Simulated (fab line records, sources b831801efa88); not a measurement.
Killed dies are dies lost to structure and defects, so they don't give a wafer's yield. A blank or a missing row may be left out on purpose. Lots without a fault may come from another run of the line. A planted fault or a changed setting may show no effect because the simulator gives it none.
Which tool did it? | flow sky130 | 12 lots, 36 wafers sampled, at 6 steps of a route of 708

WHAT THE GAUGES READ, wafer by wafer
SKY_NWELL_THK_MEAS_02.
lot  | measured    | on            | NWELL_OXIDATION_THK (nm)
L426 | day 2 17:45 | film_metro-01 | 9.78 9.86 9.78
L427 | day 2 22:16 | film_metro-01 | 9.85 9.90 10.01
L428 | day 3 02:04 | film_metro-04 | 10.02 10.03 9.89
L429 | day 3 05:14 | film_metro-02 | 10.07 10.02 9.87
L431 | day 3 20:58 | film_metro-04 | 10.24 10.34 10.23
L432 | day 3 23:13 | film_metro-01 | 10.16 10.17 10.15
L433 | day 4 03:18 | film_metro-04 | 10.19 10.06 10.03
L437 | day 4 19:40 | film_metro-02 | 10.24 10.29 10.28
L438 | day 5 02:06 | film_metro-04 | 9.94 9.99 9.86
L439 | day 5 11:21 | film_metro-02 | 10.19 10.12 10.14
L447 | day 7 12:36 | film_metro-02 | 9.69 9.70 9.67
L449 | day 8 03:43 | film_metro-01 | 9.70 9.74 9.66

SKY_DNWELL_TW_MEAS_09.
lot  | measured    | on            | DNWELL_TW
L426 | day 3 09:35 | film_metro-04 | 1121 1122 1122
L427 | day 3 14:23 | film_metro-01 | 1118 1116 1119
L428 | day 3 18:16 | film_metro-02 | 1117 1117 1118
L429 | day 3 21:41 | film_metro-04 | 1119 1120 1120
L431 | day 4 13:26 | film_metro-04 | 1112 1115 1104
L432 | day 4 16:23 | film_metro-01 | 1120 1114 1118
L433 | day 4 20:27 | film_metro-04 | 1108 1113 1117
L437 | day 5 13:56 | film_metro-02 | 1114 1116 1113
L438 | day 5 20:32 | film_metro-01 | 1116 1116 1116
L439 | day 6 05:24 | film_metro-02 | 1120 1127 1118
L447 | day 8 08:10 | film_metro-01 | 1122 1119 1124
L449 | day 8 22:42 | film_metro-02 | 1124 1127 1117

SKY_NWELL_TW_MEAS_15.
lot  | measured     | on            | NWELL_TW
L426 | day 4 19:52  | film_metro-01 | 1840 1823 1826
L427 | day 5 00:33  | film_metro-01 | 1823 1823 1818
L428 | day 5 05:08  | film_metro-02 | 1833 1827 1819
L429 | day 5 08:19  | film_metro-01 | 1830 1825 1830
L431 | day 6 01:08  | film_metro-01 | 1816 1807 1818
L432 | day 6 05:40  | film_metro-01 | 1819 1819 1812
L433 | day 6 10:22  | film_metro-01 | 1813 1816 1826
L437 | day 7 04:02  | film_metro-02 | 1702 1698 1709 1707 1706 1707
L438 | day 7 11:15  | film_metro-01 | 1854 1845 1840
L439 | day 7 19:47  | film_metro-01 | 1700 1705 1693 1697 1709 1695
L447 | day 10 06:11 | film_metro-04 | 1829 1816 1817
L449 | day 10 14:19 | film_metro-02 | 1846 1838 1848

SKY_NWELL_RS_MEAS_29: measures by four-point-probe.
lot  | measured     | on            | NWELL_RS (ohm/sq)
L426 | day 5 14:14  | film_metro-02 | 624.4 625.5 626.6
L427 | day 5 19:13  | film_metro-02 | 626.4 625.7 625.6
L428 | day 5 23:20  | film_metro-02 | 627.2 627.0 629.8
L429 | day 6 02:29  | film_metro-04 | 622.9 624.1 622.6
L431 | day 6 20:38  | film_metro-04 | 623.3 624.1 627.4
L432 | day 7 00:45  | film_metro-04 | 623.9 623.9 625.2
L433 | day 7 05:44  | film_metro-01 | 626.1 626.6 624.3
L437 | day 7 23:53  | film_metro-04 | 718.9 719.5 719.5 718.0 718.7 718.3
L438 | day 8 06:55  | film_metro-01 | 623.1 623.2 624.0
L439 | day 8 15:13  | film_metro-02 | 717.2 718.1 719.2 716.7 719.1 719.4
L447 | day 11 05:56 | film_metro-04 | 623.6 623.6 623.8
L449 | day 11 13:20 | film_metro-01 | 625.1 624.4 626.3

WHICH TOOL RAN EACH LOT (tool, then ch and the chambers of the sampled wafers, then the start)
lot  | SKY_NWELL_IMPLANT_11            | SKY_NWELL_RTA_28
L426 | implanter-01 ch 0, day 4 19:22  | rtp_anneal-02 ch 0, day 5 14:08
L427 | implanter-01 ch 0, day 5 00:02  | rtp_anneal-01 ch 0, day 5 19:07
L428 | implanter-02 ch 0, day 5 04:35  | rtp_anneal-02 ch 0, day 5 23:14
L429 | implanter-01 ch 0, day 5 07:46  | rtp_anneal-01 ch 0, day 6 02:23
L431 | implanter-04 ch 0, day 6 00:35  | rtp_anneal-02 ch 0, day 6 20:32
L432 | implanter-04 ch 0, day 6 05:07  | rtp_anneal-01 ch 0, day 7 00:39
L433 | implanter-01 ch 0, day 6 09:50  | rtp_anneal-02 ch 0, day 7 05:37
L437 | implanter-01 ch 0, day 7 03:29  | rtp_anneal-01 ch 0, day 7 23:47
L438 | implanter-04 ch 0, day 7 10:44  | rtp_anneal-02 ch 0, day 8 06:49
L439 | implanter-01 ch 0, day 7 19:16  | rtp_anneal-01 ch 0, day 8 15:07
L447 | implanter-02 ch 0, day 10 05:38 | rtp_anneal-02 ch 0, day 11 05:50
L449 | implanter-04 ch 0, day 10 13:46 | rtp_anneal-01 ch 0, day 11 13:14
- SKY_NWELL_IMPLANT_11
- SKY_NWELL_RTA_28: time 30 s.

WHAT THE TOOLS THEMSELVES READ (means of the sampled wafers that have a number; where no wafer has one, the mark that the record gives instead)
SKY_NWELL_IMPLANT_11.
lot  | tool         | beam_energy_keV | beam_on_s (s) | faraday_current_uA
L426 | implanter-01 | 400.01          | 10.05         | 106.7
L427 | implanter-01 | 399.91          | 9.88          | 108.8
L428 | implanter-02 | 399.96          | 9.99          | 107.2
L429 | implanter-01 | 399.84          | 9.88          | 108.4
L431 | implanter-04 | 400.03          | 10.13         | 105.6
L432 | implanter-04 | 400.05          | 10.14         | 105.6
L433 | implanter-01 | 400.00          | 10.17         | 105.5
L437 | implanter-01 | 400.15          | 7.62          | 140.6
L438 | implanter-04 | 399.87          | 10.11         | 105.8
L439 | implanter-01 | 399.95          | 7.63          | 140.4
L447 | implanter-02 | 400.08          | 9.90          | 108.2
L449 | implanter-04 | 400.18          | 10.05         | 106.8

SKY_NWELL_RTA_28.
lot  | tool          | lamp_power_pct (%) | wafer_temp_C_max
L426 | rtp_anneal-02 | 25.30              | 1055.7
L427 | rtp_anneal-01 | 25.29              | 1055.1
L428 | rtp_anneal-02 | 25.34              | 1055.1
L429 | rtp_anneal-01 | 25.33              | 1054.2
L431 | rtp_anneal-02 | 25.30              | 1054.5
L432 | rtp_anneal-01 | 25.30              | 1055.1
L433 | rtp_anneal-02 | 25.37              | 1054.6
L437 | rtp_anneal-01 | 25.30              | 1054.3
L438 | rtp_anneal-02 | 25.28              | 1054.7
L439 | rtp_anneal-01 | 25.32              | 1054.6
L447 | rtp_anneal-02 | 25.28              | 1054.3
L449 | rtp_anneal-01 | 25.25              | 1056.0

THE ANSWER, worked out from the rows above alone
Rule: what is usual is taken from the lots themselves. Put in order of their means at a reading, lots are off if they are a third of the lots or fewer, leave a main group of 4 or more, and stand apart from it by a gap of 3 or more times the standard deviation of the main group's means; of several such gaps the widest counts. A main group whose means are all the same, to the digits that the tables above print for the reading, isn't used. A lot without any number at a reading at which 4 lots or more have one is off too. The other lots that the step has rows for count as sound. The gauges are gone through in route order, then the tools' own readings, and for those a lot's mean is taken as printed above. The first step at which some lot is off is used, and at that step the reading that is off furthest; a lot without a number counts as furthest.
Off: L437, L439, at SKY_NWELL_TW_MEAS_15 (NWELL_TW). The main group: mean 1827, standard deviation 10.
A tool fits if, at a process step before that reading, it ran every lot that is off, and no sound lot after the first of them. The gauges at SKY_NWELL_TW_MEAS_15 aren't tried: what is off there is off at SKY_NWELL_IMPLANT_11 too, on other tools, and a gauge's error can't cause that. One fits: implanter-01 at SKY_NWELL_IMPLANT_11. Its last sound lot is L433 (day 6 09:50), its first lot that is off L437 (day 7 03:29): a fault that began between those two fits.
The tool's own readings at SKY_NWELL_IMPLANT_11 bear it out: on the lots that are off they differ by more than 5 times the standard deviation of the sound lots' means. beam_on_s reads 7.62 s there against 10.03 s on the sound lots; faraday_current_uA reads 140.5 there against 106.9 on the sound lots.

WHAT THE SIMULATOR HAD PUT IN
Process parameter drift: implanter-01, from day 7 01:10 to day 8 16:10, at SKY_NWELL_IMPLANT_11. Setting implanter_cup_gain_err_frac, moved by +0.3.
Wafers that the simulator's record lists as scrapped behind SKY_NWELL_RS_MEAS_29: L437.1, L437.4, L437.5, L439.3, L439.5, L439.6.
Lots struck among those shown: L437, L439. The rule above found the same.
